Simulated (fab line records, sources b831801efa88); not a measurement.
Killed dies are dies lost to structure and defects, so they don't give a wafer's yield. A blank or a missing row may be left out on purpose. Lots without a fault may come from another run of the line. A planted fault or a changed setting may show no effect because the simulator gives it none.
Which tool did it? | flow gf180mcu | 13 lots, 39 wafers sampled, at 4 steps of a route of 602

WHAT THE GAUGES READ, wafer by wafer
GF_V5_RS_MEAS_24: measures by four-point-probe.
lot  | measured     | on            | V5_W_RS (ohm/sq)
L709 | day 28 01:45 | film_metro-01 | 0.3294 0.3335 0.3293
L711 | day 28 14:40 | film_metro-04 | 0.3310 0.3352 0.3320
L712 | day 29 00:13 | film_metro-04 | 0.3281 0.3229 0.3272
L713 | day 29 05:29 | film_metro-02 | 0.3282 0.3280 0.3314
L714 | day 29 07:16 | film_metro-01 | 0.3256 0.3304 0.3342
L715 | day 29 22:57 | film_metro-02 | 0.3274 0.3232 0.3308
L718 | day 30 17:53 | film_metro-01 | 0.3316 0.3288 0.3310
L723 | day 32 00:31 | film_metro-04 | 0.3224 0.3285 0.3321
L725 | day 32 12:02 | film_metro-04 | 0.3309 0.3289 0.3265
L727 | day 32 21:00 | film_metro-04 | 0.3277 0.3294 0.3292
L728 | day 33 02:15 | film_metro-02 | 0.3294 0.3305 0.3257
L729 | day 33 10:19 | film_metro-02 | 0.3294 0.3326 0.3297
L730 | day 33 10:55 | film_metro-02 | 0.3267 0.3277 0.3247

GF_TOP_METAL_RS_MEAS_05: measures by four-point-probe.
lot  | measured     | on            | TOP_METAL_ALCU_RS (ohm/sq)
L709 | day 28 03:27 | film_metro-01 | 0.0325 0.0331 0.0328
L711 | day 28 15:22 | film_metro-01 | 0.0321 0.0325 0.0331
L712 | day 29 00:55 | film_metro-01 | 0.0321 0.0329 0.0327
L713 | day 29 06:11 | film_metro-01 | 0.0328 0.0330 0.0336
L714 | day 29 07:58 | film_metro-02 | 0.0332 0.0336 0.0336
L715 | day 29 23:39 | film_metro-01 | 0.0328 0.0324 0.0324
L718 | day 30 18:35 | film_metro-03 | 0.0331 0.0331 0.0327
L723 | day 32 01:13 | film_metro-01 | 0.0329 0.0326 0.0329
L725 | day 32 12:44 | film_metro-01 | 0.0331 0.0328 0.0328
L727 | day 32 21:50 | film_metro-03 | 0.0326 0.0332 0.0326
L728 | day 33 03:29 | film_metro-03 | 0.0325 0.0331 0.0325
L729 | day 33 11:01 | film_metro-01 | 0.0326 0.0324 0.0329
L730 | day 33 11:37 | film_metro-01 | 0.0336 0.0330 0.0332

GF_PASSIVATION_BOW_MEAS_14.
lot  | measured     | on            | PASSIVATION_BOW (um)
L709 | day 29 20:23 | film_metro-03 | 141 139 142
L711 | day 30 08:01 | film_metro-03 | 131 146 128
L712 | day 30 17:14 | film_metro-02 | 126 123 133
L713 | day 30 22:07 | film_metro-03 | 148 153 150
L714 | day 30 23:51 | film_metro-03 | 153 142 141
L715 | day 31 13:51 | film_metro-03 | 132 126 128
L718 | day 32 07:35 | film_metro-03 | 145 135 141
L723 | day 33 11:43 | film_metro-03 | 138 128 134
L725 | day 33 22:42 | film_metro-04 | 141 133 138
L727 | day 34 06:37 | film_metro-02 | 132 142 137
L728 | day 34 13:24 | film_metro-04 | 150 158 152
L729 | day 34 20:15 | film_metro-03 | 129 140 139
L730 | day 34 20:37 | film_metro-04 | 141 143 136

WHICH TOOL RAN EACH LOT (tool, then ch and the chambers of the sampled wafers, then the start)
lot  | GF_TOP_METAL_STRIP_17
L709 | plasma_asher-02 ch 0,1, day 28 22:23
L711 | plasma_asher-04 ch 0,1, day 29 10:50
L712 | plasma_asher-04 ch 0,1, day 29 20:23
L713 | plasma_asher-04 ch 0,1, day 30 01:02
L714 | plasma_asher-04 ch 0,1, day 30 03:10
L715 | plasma_asher-01 ch 0,1, day 30 17:42
L718 | plasma_asher-04 ch 0,1, day 31 11:59
L723 | plasma_asher-04 ch 0,1, day 32 17:35
L725 | plasma_asher-04 ch 0,1, day 33 04:20
L727 | plasma_asher-04 ch 0,1, day 33 12:44
L728 | plasma_asher-01 ch 0,1, day 33 19:08
L729 | plasma_asher-04 ch 0,1, day 34 02:43
L730 | plasma_asher-02 ch 0,1, day 34 02:56
- GF_TOP_METAL_STRIP_17: strips in O2/N2.

WHAT THE TOOLS THEMSELVES READ (means of the sampled wafers that have a number; where no wafer has one, the mark that the record gives instead)
GF_TOP_METAL_STRIP_17.
lot  | tool            | chamber_pressure_mTorr (mTorr) | drypump_motor_current_A (A) | heater_power_w (W) | oes_product_au (a.u.) | strip_time_to_endpoint_s (s)
L709 | plasma_asher-02 | 1500.4                         | 5.76                        | 312                | 0.716                 | 13.50
L711 | plasma_asher-04 | 1501.6                         | 5.34                        | 329                | 0.709                 | 13.53
L712 | plasma_asher-04 | -                              | -                           | -                  | -                     | -
L713 | plasma_asher-04 | -                              | -                           | -                  | -                     | -
L714 | plasma_asher-04 | -                              | -                           | -                  | -                     | -
L715 | plasma_asher-01 | 1498.6                         | 5.46                        | 318                | 0.709                 | 13.59
L718 | plasma_asher-04 | 1498.7                         | 5.47                        | 335                | 0.705                 | 13.61
L723 | plasma_asher-04 | 1499.5                         | 5.33                        | 332                | 0.709                 | 13.48
L725 | plasma_asher-04 | 1500.4                         | 5.32                        | 330                | 0.710                 | 13.46
L727 | plasma_asher-04 | 1498.5                         | 5.32                        | 337                | 0.703                 | 13.30
L728 | plasma_asher-01 | 1500.4                         | 5.47                        | 321                | 0.703                 | 13.38
L729 | plasma_asher-04 | 1500.3                         | 5.48                        | 335                | 0.707                 | 13.40
L730 | plasma_asher-02 | 1500.1                         | 5.64                        | 318                | 0.710                 | 13.46

THE ANSWER, worked out from the rows above alone
Rule: what is usual is taken from the lots themselves. Put in order of their means at a reading, lots are off if they are a third of the lots or fewer, leave a main group of 4 or more, and stand apart from it by a gap of 3 or more times the standard deviation of the main group's means; of several such gaps the widest counts. A main group whose means are all the same, to the digits that the tables above print for the reading, isn't used. A lot without any number at a reading at which 4 lots or more have one is off too. The other lots that the step has rows for count as sound. The gauges are gone through in route order, then the tools' own readings, and for those a lot's mean is taken as printed above. The first step at which some lot is off is used, and at that step the reading that is off furthest; a lot without a number counts as furthest.
Off: L712, L713, L714, at GF_TOP_METAL_STRIP_17 (chamber_pressure_mTorr). Without a number there: L712, L713, L714. The main group: mean 1499.8 mTorr, standard deviation 0.95.
A tool fits if, at that step or a process step before it, it ran every lot that is off, and no sound lot after the first of them. None of those tried fits.

WHAT THE SIMULATOR HAD PUT IN
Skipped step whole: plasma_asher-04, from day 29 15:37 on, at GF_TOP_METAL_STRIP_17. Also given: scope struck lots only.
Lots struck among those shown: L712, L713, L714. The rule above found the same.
